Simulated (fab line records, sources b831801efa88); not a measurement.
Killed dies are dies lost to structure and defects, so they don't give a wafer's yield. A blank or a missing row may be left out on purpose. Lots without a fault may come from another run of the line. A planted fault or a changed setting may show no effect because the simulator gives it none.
Which tool did it? | flow sky130 | 6 lots, 18 wafers sampled, at 3 steps of a route of 708

WHAT THE GAUGES READ, wafer by wafer
SKY_VIA4_THK_MEAS_01.
lot  | measured     | on            | VIA4_HDPCVD_THK (nm)
L219 | day 43 07:39 | film_metro-03 | 1769 1774 1763
L222 | day 43 19:31 | film_metro-01 | 1769 1784 1771
L224 | day 44 11:16 | film_metro-02 | 1816 1788 1768
L227 | day 45 09:24 | film_metro-02 | 1790 1791 1798
L231 | day 46 22:20 | film_metro-02 | 1789 1787 1814
L238 | day 47 15:49 | film_metro-02 | 1743 1757 1743

WHICH TOOL RAN EACH LOT (tool, then ch and the chambers of the sampled wafers, then the start)
lot  | SKY_METAL2_SPUTTER_04        | SKY_METAL3_STRIP_19
L219 | pvd_sputter-04, day 35 18:27 | plasma_asher-02 ch 0,1, day 40 03:23
L222 | pvd_sputter-03, day 36 10:34 | plasma_asher-03 ch 0,1, day 40 17:47
L224 | pvd_sputter-03, day 37 03:10 | plasma_asher-04 ch 0,1, day 41 09:05
L227 | pvd_sputter-04, day 38 02:46 | plasma_asher-02 ch 1, day 42 07:56
L231 | pvd_sputter-03, day 39 19:31 | plasma_asher-04 ch 0,1, day 43 23:43
L238 | pvd_sputter-01, day 40 16:53 | plasma_asher-04 ch 0,1, day 44 18:46
- SKY_METAL2_SPUTTER_04: material TiN, target thk 70 nm, time 58.3 s.
- SKY_METAL3_STRIP_19: strips in O2/N2.

THE ANSWER, worked out from the rows above alone
Rule: what is usual is taken from the lots themselves. Put in order of their means at a reading, lots are off if they are a third of the lots or fewer, leave a main group of 4 or more, and stand apart from it by a gap of 3 or more times the standard deviation of the main group's means; of several such gaps the widest counts. A main group whose means are all the same, to the digits that the tables above print for the reading, isn't used. A lot without any number at a reading at which 4 lots or more have one is off too. The other lots that the step has rows for count as sound.
No lot is off at any reading shown: from this, nothing can be told.

WHAT THE SIMULATOR HAD PUT IN
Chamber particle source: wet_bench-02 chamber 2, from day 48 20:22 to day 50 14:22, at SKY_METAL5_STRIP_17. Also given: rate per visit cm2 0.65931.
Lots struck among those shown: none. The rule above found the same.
